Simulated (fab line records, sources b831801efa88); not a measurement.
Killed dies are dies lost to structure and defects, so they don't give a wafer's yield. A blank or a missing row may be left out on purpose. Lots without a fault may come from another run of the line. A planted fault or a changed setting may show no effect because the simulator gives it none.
Chamber matching | flow sky130 | SKY_VIA1_CMP_02 on cmp-01: 4 sister chambers
The step polishes SiO2. 14 wafers are shown with their chamber, then 7 later ones without.

WAFERS WITH THEIR CHAMBER
wafer  | chamber | motor_current_A (A)
L330.1 | 1       | 11.9
L330.3 | 2       | 12.5
L330.6 | 2       | 11.6
L332.2 | 1       | 11.6
L332.5 | 3       | 13.0
L332.6 | 2       | 11.6
L334.1 | 1       | 11.7
L334.2 | 2       | 11.5
L334.3 | 3       | 13.0
L335.1 | 2       | 11.6
L335.4 | 0       | 14.0
L335.5 | 1       | 11.9
L337.3 | 1       | 11.7
L337.4 | 3       | 13.1

SIGNATURES (means of the wafers above)
reading         | chamber 0 | chamber 1 | chamber 2 | chamber 3 | scatter within a chamber
motor_current_A | 14.000    | 11.760    | 11.760    | 13.033    | 0.278
Rule: a wafer's distance from a chamber is the root of the sum, over the readings, of the square of ((its reading less the chamber's mean) divided by the reading's scatter). The wafer belongs to the nearest chamber; if the next one is less than 2 further off, it can't be placed. The scatter: the root of (the sum of the squares of (reading less its chamber's mean) over the shown wafers, divided by (wafers less chambers)).

WAFERS WITHOUT THEIR CHAMBER
wafer  | motor_current_A (A)
L337.5 | 14.0
L347.2 | 13.0
L347.5 | 12.0
L347.6 | 12.0
L349.2 | 14.0
L349.3 | 11.3
L349.5 | 11.9

WHICH CHAMBER EACH WENT THROUGH
wafer  | from the rows above     | in truth
L337.5 | 0                       | 0
L347.2 | 3                       | 3
L347.5 | can't be placed: 1 or 2 | 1
L347.6 | can't be placed: 1 or 2 | 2
L349.2 | 0                       | 0
L349.3 | can't be placed: 1 or 2 | 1
L349.5 | can't be placed: 1 or 2 | 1
Placed correctly: 3 of 7. Can't be placed from these rows: 4 (the true chamber is among the candidates in 4). Placed wrongly: 0.
